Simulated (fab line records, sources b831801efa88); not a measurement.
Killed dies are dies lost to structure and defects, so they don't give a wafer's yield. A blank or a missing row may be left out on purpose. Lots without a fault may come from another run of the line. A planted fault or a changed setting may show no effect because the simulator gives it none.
Which tool did it? | flow gf180mcu | 14 lots, 42 wafers sampled, at 4 steps of a route of 602

WHAT THE GAUGES READ, wafer by wafer
GF_HV_LDD_CD_MEAS_46: target cd 400 nm.
lot  | measured     | on        | cd_nm (nm)
L869 | day 12 04:38 | cd_sem-02 | 394.3 393.3 393.1
L870 | day 12 11:18 | cd_sem-02 | 392.4 396.1 394.9
L871 | day 12 22:14 | cd_sem-02 | 394.3 394.1 396.2
L872 | day 13 01:31 | cd_sem-02 | 397.0 397.4 395.2
L875 | day 14 07:24 | cd_sem-02 | 400.1 400.6 402.1
L877 | day 14 20:59 | cd_sem-02 | 395.3 392.7 394.0
L879 | day 15 13:31 | cd_sem-02 | 398.5 397.4 397.1
L885 | day 17 18:10 | cd_sem-02 | 395.8 397.8 398.5
L886 | day 18 07:02 | cd_sem-02 | 397.4 393.5 397.1
L887 | day 18 13:27 | cd_sem-02 | 395.6 397.0 396.9
L888 | day 18 17:09 | cd_sem-01 | 392.1 390.4 391.8
L890 | day 19 05:58 | cd_sem-01 | 397.8 396.5 396.2
L891 | day 19 16:36 | cd_sem-01 | 394.8 394.4 394.6
L892 | day 20 00:06 | cd_sem-02 | 393.5 393.3 395.7

GF_SAB_THK_MEAS_01.
lot  | measured     | on            | SAB_CVD_00_THK (nm)
L869 | day 14 01:04 | film_metro-03 | 48.8 49.8 49.8
L870 | day 14 07:31 | film_metro-02 | 50.6 49.4 50.3
L871 | day 14 19:28 | film_metro-03 | 48.6 49.8 51.0
L872 | day 15 00:41 | film_metro-01 | 48.8 48.8 50.7
L875 | day 16 06:50 | film_metro-01 | 49.3 50.5 51.4
L877 | day 16 20:34 | film_metro-02 | 50.3 49.6 46.1
L879 | day 17 15:05 | film_metro-02 | 49.1 51.0 45.1
L885 | day 19 21:43 | film_metro-03 | 49.6 49.4 50.3
L886 | day 20 13:29 | film_metro-03 | 49.2 50.0 51.4
L887 | day 20 17:43 | film_metro-02 | 50.2 51.5 51.8
L888 | day 20 22:10 | film_metro-03 | 50.9 51.6 50.3
L890 | day 21 11:34 | film_metro-03 | 49.7 49.2 51.0
L891 | day 21 20:34 | film_metro-02 | 49.2 49.5 50.1
L892 | day 22 04:04 | film_metro-01 | 49.9 50.9 50.2

GF_CONTACT_THK_MEAS_03.
lot  | measured     | on            | CONTACT_CVD_02_THK (nm)
L869 | day 14 23:02 | film_metro-01 | 867 857 880
L870 | day 15 06:17 | film_metro-02 | 858 842 868
L871 | day 15 17:25 | film_metro-02 | 847 867 858
L872 | day 15 23:23 | film_metro-02 | 844 844 874
L875 | day 17 06:38 | film_metro-04 | 860 860 890
L877 | day 17 20:55 | film_metro-04 | 833 861 856
L879 | day 18 16:11 | film_metro-01 | 870 856 879
L885 | day 20 23:01 | film_metro-04 | 865 866 847
L886 | day 21 13:58 | film_metro-01 | 840 853 863
L887 | day 21 18:11 | film_metro-04 | 848 856 863
L888 | day 21 22:53 | film_metro-01 | 848 869 846
L890 | day 22 12:13 | film_metro-02 | 854 851 863
L891 | day 22 20:30 | film_metro-01 | 827 844 851
L892 | day 23 04:03 | film_metro-01 | 846 868 853

WHICH TOOL RAN EACH LOT (tool, then ch and the chambers of the sampled wafers, then the start)
lot  | GF_SAB_CVD_00
L869 | pecvd-04 ch 1,2, day 14 01:02
L870 | pecvd-02 ch 0,1,2, day 14 07:29
L871 | pecvd-03 ch 0,1, day 14 19:26
L872 | pecvd-04 ch 0,1,2, day 15 00:40
L875 | pecvd-04 ch 0,1,2, day 16 06:49
L877 | pecvd-04 ch 0,1,2, day 16 20:32
L879 | pecvd-04 ch 0,1,2, day 17 15:04
L885 | pecvd-03 ch 0,1,2, day 19 21:43
L886 | pecvd-04 ch 0,2, day 20 13:28
L887 | pecvd-03 ch 0,1, day 20 17:41
L888 | pecvd-03 ch 0,1, day 20 22:08
L890 | pecvd-04 ch 0,1,2, day 21 11:32
L891 | pecvd-04 ch 0,1, day 21 20:32
L892 | pecvd-02 ch 0,2, day 22 04:03
- GF_SAB_CVD_00: deposits SiO2 from TEOS, target thk 50 nm, time 4.9302 s.

WHAT THE TOOLS THEMSELVES READ (means of the sampled wafers that have a number; where no wafer has one, the mark that the record gives instead)
GF_SAB_CVD_00.
lot  | tool     | heater_power_w (W)
L869 | pecvd-04 | 617
L870 | pecvd-02 | 634
L871 | pecvd-03 | 593
L872 | pecvd-04 | 626
L875 | pecvd-04 | 659
L877 | pecvd-04 | 658
L879 | pecvd-04 | 640
L885 | pecvd-03 | 615
L886 | pecvd-04 | 601
L887 | pecvd-03 | 576
L888 | pecvd-03 | 568
L890 | pecvd-04 | 674
L891 | pecvd-04 | 661
L892 | pecvd-02 | 736

THE ANSWER, worked out from the rows above alone
Rule: what is usual is taken from the lots themselves. Put in order of their means at a reading, lots are off if they are a third of the lots or fewer, leave a main group of 4 or more, and stand apart from it by a gap of 3 or more times the standard deviation of the main group's means; of several such gaps the widest counts. A main group whose means are all the same, to the digits that the tables above print for the reading, isn't used. A lot without any number at a reading at which 4 lots or more have one is off too. The other lots that the step has rows for count as sound. The gauges are gone through in route order, then the tools' own readings, and for those a lot's mean is taken as printed above. The first step at which some lot is off is used, and at that step the reading that is off furthest; a lot without a number counts as furthest.
No lot is off at any reading shown: from this, nothing can be told.

WHAT THE SIMULATOR HAD PUT IN
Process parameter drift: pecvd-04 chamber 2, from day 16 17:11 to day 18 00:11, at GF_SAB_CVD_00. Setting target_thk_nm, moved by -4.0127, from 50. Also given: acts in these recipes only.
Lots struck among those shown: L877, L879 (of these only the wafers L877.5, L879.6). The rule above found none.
